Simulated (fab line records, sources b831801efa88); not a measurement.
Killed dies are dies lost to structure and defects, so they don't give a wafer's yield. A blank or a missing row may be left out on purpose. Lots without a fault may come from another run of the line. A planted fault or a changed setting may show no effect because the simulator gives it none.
One fault seen from 2 desks | flow sky130 | each desk has only its own numbers; what lay behind them comes last

THE TOOL OWNER'S DESK: hdpcvd-02
The tool's own readings at SKY_LI_CONTACT_HDPCVD_00 (deposits PSG, target thk 930 nm, time 155 s): means of the sampled wafers that have a number, for each lot that ran on this tool. A lot is out of limits, marked OUT, if its mean lies more than 4 standard deviations from the usual mean; the brackets give that distance.
Columns: A = run_length_s at SKY_LI_CONTACT_HDPCVD_00, usual 183.0 s; B = sih4_flow_sccm at SKY_LI_CONTACT_HDPCVD_00, usual 60.04 sccm
lot  | first seen here | A               | B
L370 | day 28 04:11    | 183.6           | 59.85
L372 | day 28 17:29    | 183.2           | 60.04
L375 | day 30 08:25    | 183.1           | 60.07
L382 | day 32 10:43    | 183.7           | 60.27
L387 | day 33 18:40    | 205.0 (+39) OUT | 59.99
L389 | day 34 12:03    | 204.9 (+38) OUT | 60.09
This desk's finding: out of limits on L387, L389; first on L387, day 33 18:40 (run_length_s at SKY_LI_CONTACT_HDPCVD_00). In limits: L370, L372, L375, L382.

THE METROLOGY DESK
What the gauges read, lot by lot, whatever tool the lot ran on: means of the sampled wafers that have a number. A lot is out of limits, marked OUT, if its mean lies more than 4 standard deviations from the usual mean; the brackets give that distance.
Columns: A = cd_nm at SKY_LDD_P_CD_MEAS_07, usual 379.6 nm; B = LI_CONTACT_HDPCVD_THK at SKY_LI_CONTACT_THK_MEAS_01, usual 928 nm; C = cd_nm at SKY_LI_CONTACT_CD_MEAS_12, usual 170.2 nm
lot  | first seen here | A     | B              | C
L370 | day 19 04:36    | 379.8 | 933            | 170.5
L372 | day 19 20:58    | 378.3 | 926            | 169.7
L375 | day 21 13:44    | 380.5 | 929            | 174.3
L379 | day 22 22:28    | 378.2 | 929            | 170.8
L380 | day 23 00:38    | 378.6 | 926            | 171.6
L382 | day 23 20:14    | 381.3 | 949            | 170.9
L383 | day 24 05:55    | 380.1 | 915            | 169.8
L384 | day 24 10:03    | 379.4 | 918            | 168.8
L386 | day 25 09:19    | 381.8 | 931            | 168.5
L387 | day 25 09:37    | 379.0 | 1060 (+15) OUT | 171.6
L389 | day 26 08:15    | 375.0 | 1067 (+16) OUT | 169.6
L393 | day 27 05:31    | 376.2 | 929            | 167.7
This desk's finding: out of limits on L387, L389; first on L387, day 33 18:47 (LI_CONTACT_HDPCVD_THK at SKY_LI_CONTACT_THK_MEAS_01). In limits: L370, L372, L375, L379, L380, L382, L383, L384, L386, L393.

PUT TOGETHER
The tool owner's desk could have raised an alarm at day 33 18:40, on L387, L389.
The metrology desk could have raised an alarm at day 33 18:47, on L387, L389.
Of the lots named, all ran SKY_LI_CONTACT_HDPCVD_00 on hdpcvd-02.

WHAT THE SIMULATOR HAD PUT IN
Process parameter drift: hdpcvd-02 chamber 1, from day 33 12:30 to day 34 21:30, at SKY_LI_CONTACT_HDPCVD_00. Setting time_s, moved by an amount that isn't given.
Lots struck among those shown: L387, L389.
Hours from the fault's start to each desk's first reading out of limits: the tool owner's desk, 6; the metrology desk, 6.
